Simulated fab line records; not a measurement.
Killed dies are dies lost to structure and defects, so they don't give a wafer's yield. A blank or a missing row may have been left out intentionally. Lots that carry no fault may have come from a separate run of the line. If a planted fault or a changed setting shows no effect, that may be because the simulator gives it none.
Which tool did it? -- flow gf180mcu -- Sampling: 14 lots, 42 wafers, 4 of 602 route steps

## WHAT THE GAUGES SHOWED, per wafer
GF_CONTACT_RS_MEAS_25: the measuring method here is four-point-probe.
lot,measured,on,CONTACT_W_RS (ohm/sq)
L460,day 16 03:17,film_metro-01,0.381 0.389 0.386
L461,day 16 11:08,film_metro-03,0.380 0.378 0.386
L463,day 16 22:59,film_metro-02,0.382 0.378 0.378
L464,day 17 09:53,film_metro-02,0.387 0.388 0.396
L466,day 18 01:11,film_metro-01,0.380 0.383 0.381
L467,day 18 14:02,film_metro-01,0.386 0.387 0.385
L475,day 21 20:49,film_metro-03,0.378 0.378 0.379
L476,day 22 01:25,film_metro-03,0.383 0.386 0.380
L477,day 22 18:08,film_metro-02,0.381 0.382 0.384
L478,day 22 23:41,film_metro-02,0.386 0.386 0.389
L479,day 23 11:07,film_metro-01,0.384 0.388 0.385
L481,day 23 13:22,film_metro-01,0.380 0.388 0.381
L480,day 23 13:49,film_metro-03,0.384 0.383 0.377
L482,day 23 23:09,film_metro-02,0.386 0.387 0.390

GF_V1_THK_MEAS_03.
lot,measured,on,V1_CVD_02_THK (nm)
L460,day 17 04:29,film_metro-01,843 854 868
L461,day 17 11:21,film_metro-04,840 854 853
L463,day 17 23:19,film_metro-04,823 831 856
L464,day 18 09:38,film_metro-03,842 832 851
L466,day 19 03:09,film_metro-04,831 850 851
L467,day 19 16:15,film_metro-04,834 826 854
L475,day 22 21:21,film_metro-04,829 833 854
L476,day 23 01:43,film_metro-03,839 875 864
L477,day 23 18:18,film_metro-04,854 868 860
L478,day 23 23:46,film_metro-01,869 856 858
L479,day 24 10:40,film_metro-04,831 834 853
L481,day 24 13:17,film_metro-03,845 847 858
L480,day 24 13:55,film_metro-01,840 851 860
L482,day 24 23:18,film_metro-01,846 865 866

GF_M2_CD_MEAS_14: the cd target is 280 nm.
lot,measured,on,cd_nm (nm)
L460,day 19 06:14,cd_sem-01,281.6 281.7 281.9
L461,day 19 12:35,cd_sem-02,278.1 278.1 278.2
L463,day 20 02:17,cd_sem-02,280.5 280.6 280.0
L464,day 20 11:50,cd_sem-02,281.2 281.6 282.7
L466,day 21 05:17,cd_sem-02,280.8 279.3 282.1
L467,day 21 17:37,cd_sem-01,279.0 279.5 279.1
L475,day 24 20:21,cd_sem-02,280.1 279.6 280.0
L476,day 25 00:46,cd_sem-02,280.4 278.3 280.6
L477,day 25 15:54,cd_sem-02,279.6 280.0 279.9
L478,day 25 22:44,cd_sem-01,278.9 280.0 279.8
L479,day 26 07:39,cd_sem-01,280.9 281.3 281.1
L481,day 26 10:17,cd_sem-02,281.1 282.5 282.4
L480,day 26 10:52,cd_sem-02,281.7 280.8 281.5
L482,day 26 20:37,cd_sem-02,280.2 279.7 280.3

## TOOL THAT RAN EACH LOT (tool first, then ch and the chambers of the sampled wafers, then the start)
lot,GF_M2_SPUTTER_00
L460,"pvd_sputter-01, day 18 05:17"
L461,"pvd_sputter-04, day 18 12:05"
L463,"pvd_sputter-02, day 19 01:42"
L464,"pvd_sputter-02, day 19 11:40"
L466,"pvd_sputter-04, day 20 06:01"
L467,"pvd_sputter-04, day 20 18:07"
L475,"pvd_sputter-02, day 23 22:08"
L476,"pvd_sputter-04, day 24 01:50"
L477,"pvd_sputter-02, day 24 17:52"
L478,"pvd_sputter-04, day 25 00:34"
L479,"pvd_sputter-02, day 25 10:22"
L481,"pvd_sputter-04, day 25 13:17"
L480,"pvd_sputter-01, day 25 13:22"
L482,"pvd_sputter-04, day 25 22:56"
- GF_M2_SPUTTER_00: material Ti, target thk 37.5 nm, time 150 s.

## WHAT THE TOOLS THEMSELVES READ (means of the sampled wafers that have a number; where no wafer has one, the mark that the record gives instead)
GF_M2_SPUTTER_00.
lot,tool,cathode_dc_power_W (W),chamber_pressure_pa (Pa),throttle_valve_pct (%)
L460,pvd_sputter-01,3999.8,1.998,30.7
L461,pvd_sputter-04,4000.2,2.001,30.8
L463,pvd_sputter-02,4000.2,2.000,29.5
L464,pvd_sputter-02,3999.7,1.996,29.6
L466,pvd_sputter-04,4000.9,2.000,30.6
L467,pvd_sputter-04,4000.2,2.002,29.9
L475,pvd_sputter-02,-,-,-
L476,pvd_sputter-04,-,-,-
L477,pvd_sputter-02,-,-,-
L478,pvd_sputter-04,4000.2,2.000,30.8
L479,pvd_sputter-02,3999.2,2.001,28.9
L481,pvd_sputter-04,4000.3,1.999,29.8
L480,pvd_sputter-01,3999.4,1.995,30.2
L482,pvd_sputter-04,3999.7,1.996,30.7

## THE ANSWER, worked out from the rows above alone
Rule: the usual values come from the lots themselves. The widest of any qualifying gaps counts: lots, ordered by their means at a reading, are off when they make up no more than a third of the lots, leave a main group of 4 or more, and stand apart from it by 3 or more times the standard deviation of that group's means. A main group whose means are all the same, to the digits that the tables above print for the reading, isn't used. A lot without any number at a reading at which 4 lots or more have one is off too. Where the step has rows for the other lots, those lots are counted as sound. Order of review: gauges by route order, followed by the tools' own readings, for which a lot's mean as printed above is used. At the first step where some lot is off, the reading lying furthest off is the one used; lots without a number count as furthest.
Off at GF_M2_SPUTTER_00 (cathode_dc_power_W): L475, L476, L477. Without a number there: L475, L476, L477. Main group: mean 4000.0 W, sd 0.45.
A tool fits if, at that step or a process step before it, it ran every lot that is off, and no sound lot after the first of them. None of those tried fits.

## WHAT WAS PUT IN BY THE SIMULATOR
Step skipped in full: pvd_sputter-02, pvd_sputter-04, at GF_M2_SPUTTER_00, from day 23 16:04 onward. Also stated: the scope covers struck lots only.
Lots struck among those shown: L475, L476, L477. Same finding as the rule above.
